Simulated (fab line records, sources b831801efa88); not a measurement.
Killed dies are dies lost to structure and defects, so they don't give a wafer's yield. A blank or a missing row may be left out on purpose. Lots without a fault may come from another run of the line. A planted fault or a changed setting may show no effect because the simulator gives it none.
A struck lot beside a sound one | flow gf180mcu | 18 steps out of a route of 602
Sound: wafers L161.2, L161.3, L161.4. Struck: wafer L164.6. (L164.2, L164.4 of the same lot were not struck and are left out.) The cause comes at the end.
At each step with rows: each side's tool, then ch and its chambers, then its first start. Under that, the readings that differ: sound wafers | struck wafers | difference of the means | sigmas: that difference in standard deviations of wafers without a fault.
alike: readings whose means differ by less than 2 such deviations, and words and numbers that are the same on both sides. not compared: withheld readings, readings that some wafer has no value for, bounds like >300 that may hide the same value, and numbers for which the record gives no deviation and whose values overlap.
The two part at a step that has a row with sigmas, a row that says differs or no value, or rows on one side only. Numbers that don't overlap but have no deviation are shown without sigmas and don't part them. A reading that every wafer of one side lacks parts them only if that side has two wafers or more.

first, 3 steps without rows for these wafers: GF_V1_EXPOSE_11 (exposes mask Via1, target cd 260 nm); GF_V1_PEB_12 (peb time 90 s); GF_V1_DEVELOP_13 (develop time 60 s).
GF_V1_CD_MEAS_14: target cd 260 nm.
  sound on cd_sem-02, day 21 19:06; struck on cd_sem-02, day 22 22:41
  alike: cd_nm
GF_V1_OVL_MEAS_15:
  sound on overlay-02, day 21 19:13; struck on overlay-01, day 22 22:47
  alike: V1_OVL
GF_V1_ETCH_16: etches BARC in N2/H2.
  sound on rie_diel-03 ch 0,1,2, day 21 19:14; struck on rie_diel-01 ch 1, day 22 22:49
  reading               | sound             | struck | difference | sigmas
  oes_product_au (a.u.) | 0.852 0.859 0.854 | 0.843  | -0.012     | -3
  alike: chamber_pressure_mTorr, drypump_motor_current_A, rf_fwd_power_W, throttle_valve_pct
then, 1 step without rows for these wafers: GF_V1_ETCH_17 (etches SiO2 in C4F8/O2/Ar, stops on TiN, target depth 630 nm).
GF_V1_STRIP_18: strips in O2/N2.
  sound on plasma_asher-03 ch 0,1, day 21 19:22; struck on plasma_asher-02 ch 1, day 22 22:57
  alike: chamber_pressure_mTorr, drypump_motor_current_A, heater_power_w, oes_product_au, platen_temp_c
  not compared: rf_hours_counter_h
then, 2 steps without rows for these wafers: GF_V1_STRIP_19 (strips in post etch residue remover, time 1200 s); GF_V1_CLEAN_20 (cleans in DIW).
GF_V1_SPUTTER_21: material Ti, target thk 15 nm, time 80.02 s.
  sound on pvd_sputter-01, day 21 19:55; struck on pvd_sputter-02, day 22 23:29
  alike: throttle_valve_pct
GF_V1_SPUTTER_22: material TiN, target thk 10 nm, time 40 s.
  sound on pvd_sputter-01, day 21 19:58; struck on pvd_sputter-02, day 22 23:33
  alike: throttle_valve_pct
GF_V1_CVD_23: deposits W, target thk 350 nm, time 105.05 s.
  sound on cvd_w-02 ch 0,1, day 21 20:01; struck on cvd_w-01 ch 1, day 22 23:35
  reading                          | sound           | struck | difference | sigmas
  heater_power_w (W)               | 761 780 735     | 873    | +114       | +2
  model.W_of_V1_CVD_23.thk_nm (nm) | 346 349.5 344.4 | 505.5  | +158.9     |
GF_V1_RS_MEAS_24: measures by four-point-probe.
  sound on film_metro-01, day 21 20:08; struck on film_metro-02, day 22 23:43
  reading          | sound             | struck | difference | sigmas
  V1_W_RS (ohm/sq) | 0.331 0.328 0.332 | 0.226  | -0.104     | -35
GF_V1_THK_MEAS_25: measures by xrf.
  sound on film_metro-01, day 21 20:15; struck on film_metro-02, day 22 23:50
  reading       | sound       | struck | difference | sigmas
  V1_W_THK (nm) | 354 358 353 | 496    | +141       | +21
GF_V1_CMP_26: polishes, stops on SiO2, t overpolish 15 s, target thk 0 nm.
  sound on cmp-01 ch 0,1,2, day 21 20:18; struck on cmp-02 ch 2, day 22 23:53
  reading                | sound    | struck | difference | sigmas
  time_to_endpoint_s (s) | 79 82 79 | 120    | +40        | +12
  alike: motor_current_A, platen_rpm, retaining_ring_pressure_frac
GF_M2_SPUTTER_00: material Ti, target thk 37.5 nm, time 150 s.
  sound on pvd_sputter-04, day 21 20:36; struck on pvd_sputter-04, day 23 00:11
  alike: throttle_valve_pct
-- the record jumps here: 10 days lie between the struck wafers' starts before and after (it left off in module M2 and takes up again in module PASSIVATION, whose first step shown is number 602 of the route) --
GF_PASSIVATION_PROBE_99:
  the record has rows for the struck wafers here (prober-02, day 32 16:38) and none for the sound ones

WHERE THEY PART
First at GF_V1_ETCH_16; last, within this record, at GF_PASSIVATION_PROBE_99.

WHY: what the simulator had put in
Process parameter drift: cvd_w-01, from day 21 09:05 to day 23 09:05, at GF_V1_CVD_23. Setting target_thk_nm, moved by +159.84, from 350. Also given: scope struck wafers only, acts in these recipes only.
